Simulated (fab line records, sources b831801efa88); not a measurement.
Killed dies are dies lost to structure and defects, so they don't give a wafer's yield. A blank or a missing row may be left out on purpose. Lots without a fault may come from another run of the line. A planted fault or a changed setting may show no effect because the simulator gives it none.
Which tool did it? | flow sky130 | 6 lots, 18 wafers sampled, at 2 steps of a route of 708

WHAT THE GAUGES READ, wafer by wafer
SKY_LI_CONTACT_CD_MEAS_12: target cd 170 nm.
lot  | measured     | on        | cd_nm (nm)
L258 | day 29 22:43 | cd_sem-01 | 170.8 170.7 170.6
L260 | day 30 17:28 | cd_sem-02 | 170.8 168.3 170.3
L263 | day 31 11:25 | cd_sem-01 | 170.9 171.5 169.3
L267 | day 33 03:28 | cd_sem-01 | 168.2 169.4 168.8
L275 | day 35 07:55 | cd_sem-02 | 170.2 168.8 170.9
L278 | day 36 04:42 | cd_sem-02 | 170.5 171.1 171.6

WHICH TOOL RAN EACH LOT (tool, then ch and the chambers of the sampled wafers, then the start)
lot  | SKY_LI_CONTACT_EXPOSE_09
L258 | krf_scanner-02 ch 0, day 29 09:10
L260 | krf_scanner-02 ch 0, day 30 03:05
L263 | krf_scanner-02 ch 0, day 30 21:31
L267 | krf_scanner-01 ch 0, day 32 14:11
L275 | krf_scanner-01 ch 0, day 34 18:44
L278 | krf_scanner-01 ch 0, day 35 16:01
- SKY_LI_CONTACT_EXPOSE_09: exposes mask LICM1, target cd 170 nm.

THE ANSWER, worked out from the rows above alone
Rule: what is usual is taken from the lots themselves. Put in order of their means at a reading, lots are off if they are a third of the lots or fewer, leave a main group of 4 or more, and stand apart from it by a gap of 3 or more times the standard deviation of the main group's means; of several such gaps the widest counts. A main group whose means are all the same, to the digits that the tables above print for the reading, isn't used. A lot without any number at a reading at which 4 lots or more have one is off too. The other lots that the step has rows for count as sound.
No lot is off at any reading shown: from this, nothing can be told.

WHAT THE SIMULATOR HAD PUT IN
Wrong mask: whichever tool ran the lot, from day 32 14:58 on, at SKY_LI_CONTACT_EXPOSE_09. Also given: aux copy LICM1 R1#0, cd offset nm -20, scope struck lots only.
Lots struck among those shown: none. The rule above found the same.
